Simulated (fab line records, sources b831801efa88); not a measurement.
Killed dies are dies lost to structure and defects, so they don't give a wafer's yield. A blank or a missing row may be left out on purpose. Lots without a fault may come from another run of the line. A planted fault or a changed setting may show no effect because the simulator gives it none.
Chamber matching | flow sky130 | SKY_POLY_CUT_ETCH_11 on rie_diel-01: 4 sister chambers
The step etches Si3N4 in CF4/CH2F2/Ar, stops on poly-Si, time 42.5 s, target depth 60 nm. 4 wafers are shown with their chamber, then 7 later ones without.

WAFERS WITH THEIR CHAMBER
wafer  | chamber | cf4_flow_sccm (sccm)
L074.5 | 0       | 40.32
L079.5 | 1       | 40.06
L086.1 | 3       | 40.00
L086.4 | 2       | 40.07

WAFERS WITHOUT THEIR CHAMBER
wafer  | cf4_flow_sccm (sccm)
L086.5 | 40.04
L090.1 | 39.99
L090.2 | 39.90
L090.5 | 39.95
L091.2 | 40.16
L091.5 | 40.20
L091.6 | 40.04

WHICH CHAMBER EACH WENT THROUGH
wafer  | from the rows above               | in truth
L086.5 | can't be placed: 1 or 2 or 3      | 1
L090.1 | can't be placed: 3 or 1 or 2      | 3
L090.2 | can't be placed: 3 or 1 or 2      | 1
L090.5 | can't be placed: 3 or 1 or 2      | 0
L091.2 | can't be placed: 2 or 1 or 3 or 0 | 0
L091.5 | can't be placed: 0 or 2 or 1 or 3 | 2
L091.6 | can't be placed: 1 or 2 or 3      | 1
Placed correctly: 0 of 7. Can't be placed from these rows: 7 (the true chamber is among the candidates in 6). Placed wrongly: 0.
How it was worked out, from the rows above alone: a wafer's distance from a chamber is the root of the sum, over the readings, of the square of ((its reading less the chamber's mean) divided by the reading's scatter). The wafer belongs to the nearest chamber; if the next one is less than 2 further off, it can't be placed. A chamber's mean is the mean of its shown wafers. The scatter: with one shown wafer a chamber, the root of the mean of the squares of how far each hidden wafer lies from its nearest shown one.
